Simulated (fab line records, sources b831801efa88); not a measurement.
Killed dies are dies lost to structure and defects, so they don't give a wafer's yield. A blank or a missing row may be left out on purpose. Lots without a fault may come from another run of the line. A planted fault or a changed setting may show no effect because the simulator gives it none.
fab line records | flow gf180mcu
record lots=5 wafers=15 last_day=34
route steps=602 shown TOP_METAL@577 PASSIVATION@587
lots that met no fault: from a run of the same line without faults
start_h: hours from the record's first day to the start of the lot's first wafer shown | wait_h: hours since the lot's step before | " the same as in the row above | L1.1+2: a row that stands for several wafers | - no value, or no start given | * or withheld: withheld | < > ~ a bound
route shown NAME@n: a module of which the file shows steps, and the number in the route of the first | usual: mean/standard deviation of fault-free wafers | same: alike in all rows | chamber/n: place in a boat | sites: the reading at each site | _std_site: their standard deviation | _edge_site: outer sites' mean less inner sites' | radius_mm: how far each site lies from the wafer's centre | mask NAME#n: copy n | behind: the tool/chamber that last shaped the wafer | hold: why the lot was held/for how many hours/how that ended | device: the transistor (n, p or np) that didn't switch | end of line: the same wafers' tests at the end of the route | a step without rows: its recipe alone | killed: dies lost to structure and defects at the first sort, not the wafer's yield | map: a wafer's dies, x killed, . not, _ none there
set.NAME: the setting as run; set.NAME@STEP: as run at that earlier step | model.NAME: the simulator's own value behind a step, which no gauge read
lots at some steps of the route; a table a step, a row a wafer
services: from which hour (start_h, from the record's first day; less than 0 if before it) a tool's chamber was out of use, for how many hours, and why
## steps
# step GF_TOP_METAL_SOFTBAKE_10
# recipe temp_c=90 time_s=60 resist=NOVOLAK
# step GF_TOP_METAL_EXPOSE_11
# recipe mask_id=MetalTop target_cd_nm=440 na=0.6 source_shape=conventional sigma_outer=0.6 dose_mj=170
# step GF_TOP_METAL_PEB_12
# recipe temp_c=withheld time_s=* resist=NOVOLAK
# step GF_TOP_METAL_DEVELOP_13
# recipe develop_time_s=60 dev_temp_c=23
# step GF_TOP_METAL_CD_MEAS_14
# recipe target_cd_nm=440
# usual cd_nm=440.2/2.3
# columns lot.wafer tool chamber start_h wait_h cd_nm
L957.1 cd_sem-01 - 669.07 0.1 441.3
L957.2 " - " " 441.7
L957.3 " - " " 442.5
L960.2 cd_sem-02 - 685.45 0.1 442.8
L960.5 " - " " 441.6
L960.6 " - " " 442.2
L966.2 cd_sem-02 - 731.62 0.1 441.0
L966.3 " - " " 441.7
L966.6 " - " " 437.9
L976.2 cd_sem-02 - 790.94 0.1 441.2
L976.3 " - " " 441.1
L976.6 " - " " 441.7
L978.1 cd_sem-01 - 798.28 0.1 440.1
L978.2 " - " " 439.9
L978.6 " - " " 439.6
# step GF_TOP_METAL_OVL_MEAS_15
# usual TOP_METAL_OVL=0.5/1.2
# columns lot.wafer tool chamber start_h wait_h TOP_METAL_OVL[nm]
L957.1 overlay-02 - 669.19 0.1 -0.4
L957.2 " - " " -1.4
L957.3 " - " " -0.4
L960.2 overlay-01 - 685.56 0.1 1.4
L960.5 " - " " 0.0
L960.6 " - " " 0.4
L966.2 overlay-02 - 731.73 0.1 0.2
L966.3 " - " " 1.5
L966.6 " - " " 1.0
L976.2 overlay-02 - 791.05 0.1 1.8
L976.3 " - " " 0.6
L976.6 " - " " 0.5
L978.1 overlay-01 - 798.40 0.1 2.0
L978.2 " - " " 1.2
L978.6 " - " " 1.9
# step GF_TOP_METAL_METAL_ETCH_16
# recipe chemistry=Cl2/BCl3 mask_material=NOVOLAK target_depth_nm=1197 stop_on=SiO2 pressure_mtorr=8 icp_w=800 bias_w=140 Cl2_flow_sccm=80 bcl3_flow_sccm=40 time_s=199.5
# usual bcl3_flow_sccm=40.01/0.12 drypump_motor_current_A=5.79/0.28 oes_product_au=0.988/0.0075 rf_fwd_power_W=797.2/2.5 throttle_valve_pct=28.233/0.01
# columns lot.wafer tool chamber start_h wait_h bcl3_flow_sccm drypump_motor_current_A oes_product_au rf_fwd_power_W rf_hours_counter_h throttle_valve_pct
L957.1 rie_metal-02 0 669.23 0.0 39.97 5.93 0.999 797.1 7 28.212
L957.2 " 1 " " 40.13 6.08 0.998 798.9 3 28.255
L957.3 " 0 " " 40.00 5.97 0.992 800.9 - 28.230
L960.2 rie_metal-02 1 685.59 0.0 40.09 6.07 0.986 796.1 4 28.227
L960.5 " 0 " " 40.10 5.94 0.993 800.1 - 28.242
L960.6 " 1 " " 40.06 6.07 0.992 799.7 - 28.222
L966.2 rie_metal-01 0 731.76 0.0 40.11 5.28 0.986 796.0 1 28.233
L966.3 " 0 " " 40.21 5.28 0.987 795.2 - 28.237
L966.6 " 0 " " 39.99 5.30 0.981 793.1 - 28.250
L976.2 rie_metal-04 0 791.08 0.0 39.96 5.63 0.993 795.7 13 28.220
L976.3 " 0 " " 39.91 5.63 1.001 796.7 - 28.248
L976.6 " 0 " " 40.07 5.63 0.994 795.8 - 28.241
L978.1 rie_metal-04 1 798.44 0.0 39.96 5.89 0.993 794.6 15 28.232
L978.2 " 0 " " 39.91 5.63 0.995 796.9 13 28.235
L978.6 " 1 " " 39.88 5.88 0.996 794.9 - 28.230
# step GF_TOP_METAL_STRIP_17
# recipe chemistry=O2/N2 power_w=1400 pressure_mtorr=1500 platen_temp_c=250 o2_flow_sccm=3000 n2_flow_sccm=300 overash_fraction=0.5
# usual drypump_motor_current_A=5.7/0.36 heater_power_w=349/26 oes_product_au=0.710/0.0044 strip_time_to_endpoint_s=12.93/0.1
# columns lot.wafer tool chamber start_h wait_h drypump_motor_current_A heater_power_w oes_product_au rf_hours_counter_h strip_time_to_endpoint_s
L957.1 plasma_asher-02 1 669.42 0.1 5.2 360 0.707 96 12.78
L957.2 " 0 " " 6.0 364 0.711 96 12.83
L957.3 " 0 " " 6.0 363 0.706 - 12.77
L960.2 plasma_asher-02 1 685.78 0.1 5.2 361 0.709 98 12.98
L960.5 " 1 " " 5.2 362 0.707 - 12.97
L960.6 " 0 " " 6.0 359 0.712 - 12.96
L966.2 plasma_asher-02 0 731.95 0.1 6.0 368 0.703 104 13.07
L966.3 " 1 " " 5.2 369 0.716 - 13.03
L966.6 " 1 " " 5.2 364 0.706 - 12.97
L976.2 plasma_asher-02 1 791.27 0.1 5.2 355 0.715 111 12.89
L976.3 " 0 " " 6.0 365 0.707 - 12.83
L976.6 " 1 " " 5.2 356 0.704 - 12.83
L978.1 plasma_asher-03 1 798.63 0.1 5.5 374 0.713 30 12.86
L978.2 " 0 " " 5.6 336 0.718 30 12.86
L978.6 " 0 " " 5.6 344 0.705 - 12.78
# step GF_TOP_METAL_STRIP_18
# recipe chemistry=post_etch_residue_remover time_s=1200 temp_c=72.5
# step GF_TOP_METAL_CLEAN_19
# recipe chemistry=DIW dry=n2_spin
# step GF_PASSIVATION_CVD_00
# recipe material=SiO2 target_thk_nm=1000 precursor=TEOS temp_c=400 time_s=111.95 rf_w=600
# usual heater_power_w=682/98 rf_fwd_power_W=596.3/1.9 susceptor_temp_C=399.98/0.22
# columns lot.wafer tool chamber start_h wait_h heater_power_w rf_fwd_power_W susceptor_temp_C
L957.1 pecvd-04 0 669.96 0.0 738 593.8 399.61
L957.2 " 2 " " 670 598.0 399.96
L957.3 " 1 " " 854 597.8 399.98
L960.2 pecvd-03 1 686.32 0.0 754 596.4 399.88
L960.5 " 0 " " 728 596.4 400.18
L960.6 " 2 " " 695 597.8 400.38
L966.2 pecvd-02 0 732.52 0.0 558 599.0 400.09
L966.3 " 2 " " 703 595.3 399.91
L966.6 " 2 " " 556 596.3 399.70
L976.2 pecvd-04 1 791.80 0.0 816 595.3 400.00
L976.3 " 2 " " 616 596.1 399.93
L976.6 " 2 " " 671 598.3 400.14
L978.1 pecvd-02 1 799.48 0.0 534 595.2 400.33
L978.2 " 0 " " 490 593.3 399.81
L978.6 " 2 " " 680 596.4 399.42
# step GF_PASSIVATION_THK_MEAS_01
# recipe reads=SiO2_of_PASSIVATION_CVD_00
# usual PASSIVATION_CVD_00_THK=997/18
# columns lot.wafer tool chamber start_h wait_h PASSIVATION_CVD_00_THK[nm]
L957.1 film_metro-03 - 670.04 0.0 1014
L957.2 " - " " 978
L957.3 " - " " 1019
L960.2 film_metro-03 - 686.41 0.0 997
L960.5 " - " " 1035
L960.6 " - " " 1001
L966.2 film_metro-02 - 732.60 0.0 966
L966.3 " - " " 964
L966.6 " - " " 982
L976.2 film_metro-04 - 791.89 0.0 992
L976.3 " - " " 971
L976.6 " - " " 982
L978.1 film_metro-04 - 799.56 0.0 984
L978.2 " - " " 961
L978.6 " - " " 1005
# step GF_PASSIVATION_CVD_02
# recipe material=Si3N4 target_thk_nm=700 time_s=486.18 temp_c=400 rf_w=450
# usual heater_power_w=762/91 rf_fwd_power_W=449.4/1.4 susceptor_temp_C=400.01/0.22
# columns lot.wafer tool chamber start_h wait_h heater_power_w rf_fwd_power_W susceptor_temp_C model.Si3N4_of_PASSIVATION_CVD_02.thk_nm
L957.1 pecvd-03 0 670.10 0.1 709 448.3 399.94 687.1
L957.2 " 1 " " 836 450.4 400.12 697.2
L957.3 " 2 " " 750 450.4 400.06 689.4
L960.2 pecvd-04 2 686.46 0.0 743 447.8 400.24 700.7
L960.5 " 1 " " 870 449.9 400.12 722.9
L960.6 " 0 " " 828 448.2 400.05 715.4
L966.2 pecvd-03 0 732.65 0.0 726 448.6 400.47 708
L966.3 " 2 " " 846 449.8 399.62 767.1
L966.6 " 0 " " 796 449.8 400.30 706.1
L976.2 pecvd-02 2 791.94 0.0 739 451.0 399.66 697.5
L976.3 " 1 " " 706 445.9 399.94 677.3
L976.6 " 2 " " 756 450.2 399.90 703
L978.1 pecvd-04 0 799.62 0.1 748 451.0 399.73 709.3
L978.2 " 2 " " 777 449.5 399.98 704.2
L978.6 " 1 " " 944 450.0 400.20 713.4
# step GF_PASSIVATION_THK_MEAS_03
# recipe reads=Si3N4_of_PASSIVATION_CVD_02
# usual PASSIVATION_CVD_02_THK=702/9.5
# columns lot.wafer tool chamber start_h wait_h PASSIVATION_CVD_02_THK[nm]
L957.1 film_metro-02 - 670.39 0.1 687
L957.2 " - " " 697
L957.3 " - " " 689
L960.2 film_metro-03 - 686.76 0.2 701
L960.5 " - " " 724
L960.6 " - " " 715
L966.2 film_metro-04 - 733.09 0.3 708
L966.3 " - " " 767
L966.6 " - " " 706
L976.2 film_metro-04 - 792.24 0.2 698
L976.3 " - " " 676
L976.6 " - " " 703
L978.1 film_metro-02 - 799.91 0.1 709
L978.2 " - " " 704
L978.6 " - " " 713
# step GF_PASSIVATION_DEHYDRATE_04
# recipe temp_c=200 time_s=60
## services
# columns tool chamber start_h hours kind
pecvd-04 - 667.42 1.1 repair
rie_metal-01 0 671.39 - clean
rie_metal-01 0 671.39 21.1 scheduled_down
rie_metal-01 0 671.39 21.1 vent_cycle
plasma_asher-03 - 671.59 4.4 repair
rie_metal-01 0 701.09 2.3 repair
pecvd-02 - 701.58 14.6 pm
pecvd-03 1 718.47 31.7 repair
pecvd-02 0 719.70 12.0 repair
pecvd-02 1 736.80 2.0 repair
plasma_asher-02 - 739.30 0.4 repair
pecvd-02 0 752.64 14.1 repair
rie_metal-04 0 756.01 3.1 repair
pecvd-02 - 765.71 2.8 pm
pecvd-03 0 766.06 7.4 repair
rie_metal-04 0 781.90 4.5 repair
plasma_asher-03 - 792.92 5.1 repair
pecvd-03 - 799.38 14.0 pm
pecvd-03 0 799.38 14.0 vent_cycle
pecvd-03 1 799.38 14.0 vent_cycle
pecvd-03 2 799.38 14.0 vent_cycle
## key
first_sign step=GF_PASSIVATION_THK_MEAS_03 reading=PASSIVATION_CVD_02_THK direction=up sigmas=6.9 usual=702 struck=767
effect none on later readings
model_effect step=GF_PASSIVATION_CVD_02 value=Si3N4_of_PASSIVATION_CVD_02.thk_nm without=707.5 struck=767.1
met_at GF_PASSIVATION_CVD_02
struck_wafers L966.3
onset_between 670.10 732.65
fault kind=process_parameter_drift tool=pecvd-03 chamber=- onset_h=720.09 steps=GF_PASSIVATION_CVD_02 channel=target_thk_nm offset=59.28 shape=step end_h=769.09 scope=struck_wafers_only acts_in=these_recipes_only stated=700
